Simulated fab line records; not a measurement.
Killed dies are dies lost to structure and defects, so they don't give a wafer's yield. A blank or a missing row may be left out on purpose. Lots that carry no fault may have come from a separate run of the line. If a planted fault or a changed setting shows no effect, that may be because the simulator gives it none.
One fault through the eyes of 2 desks -- flow gf180mcu -- every desk sees just its own numbers, and what lay behind them comes last

== TOOL OWNER'S DESK, plasma_asher-03 ==
The tool's own readings at GF_PSD_STRIP_10 (strips in O2/N2): means of the sampled wafers that have a number, for each lot that ran on this tool. If a lot's mean is further than 4 standard deviations from the usual mean, the lot is out of limits and carries the mark OUT (the distance appears in the brackets).
Columns: A = chamber_pressure_mTorr at GF_PSD_STRIP_10, usual 1500.0 mTorr; B = drypump_motor_current_A at GF_PSD_STRIP_10, usual 5.9 A; C = heater_power_w at GF_PSD_STRIP_10, usual 352 W; D = oes_product_au at GF_PSD_STRIP_10, usual 0.592 a.u.; E = strip_time_to_endpoint_s at GF_PSD_STRIP_10, usual 16.53 s
lot,first seen here,A,B,C,D,E
L877,day 14 14:14,1498.4,5.3,341,0.593,16.52
L885,day 17 13:26,1500.3,5.2,336,0.593,16.57
L898,day 22 02:41,1500.1,5.3,340,0.593,16.49
This desk found nothing out of limits on any of the 3 lots.

== FROM THE METROLOGY DESK ==
Means of the sampled wafers that have a number, per lot and without regard to the tool the lot ran on: this is what the gauges read. If a lot's mean is further than 4 standard deviations from the usual mean, the lot is out of limits and carries the mark OUT (the distance appears in the brackets).
Columns: A = HV_LDD_02_OVL at GF_HV_LDD_OVL_MEAS_32, usual 0.7 nm; B = NSD_TW at GF_NSD_TW_MEAS_12, usual 4300
lot,first seen here,A,B
L877,day 11 21:31,1.3,4353
L878,day 12 06:22,0.6,4245
L881,day 13 09:18,-0.2,4237
L882,day 13 16:40,2.3,4325
L885,day 14 13:23,0.5,4382
L886,day 14 22:39,-1.0,4214
L889,day 15 19:12,1.4,4380
L890,day 16 02:37,1.1,4260
L891,day 16 12:48,0.0,4246
L894,day 17 11:50,1.4,4286
L896,day 17 23:42,0.6,4373
L897,day 18 07:34,0.4,4256
L898,day 18 20:46,0.6,4393
L899,day 18 22:32,0.4,4399
This desk found nothing out of limits on any of the 14 lots.

== PUT TOGETHER ==
The tool owner's desk saw nothing out of limits.
The metrology desk saw nothing out of limits.

== WHAT THE SIMULATOR PUT IN ==
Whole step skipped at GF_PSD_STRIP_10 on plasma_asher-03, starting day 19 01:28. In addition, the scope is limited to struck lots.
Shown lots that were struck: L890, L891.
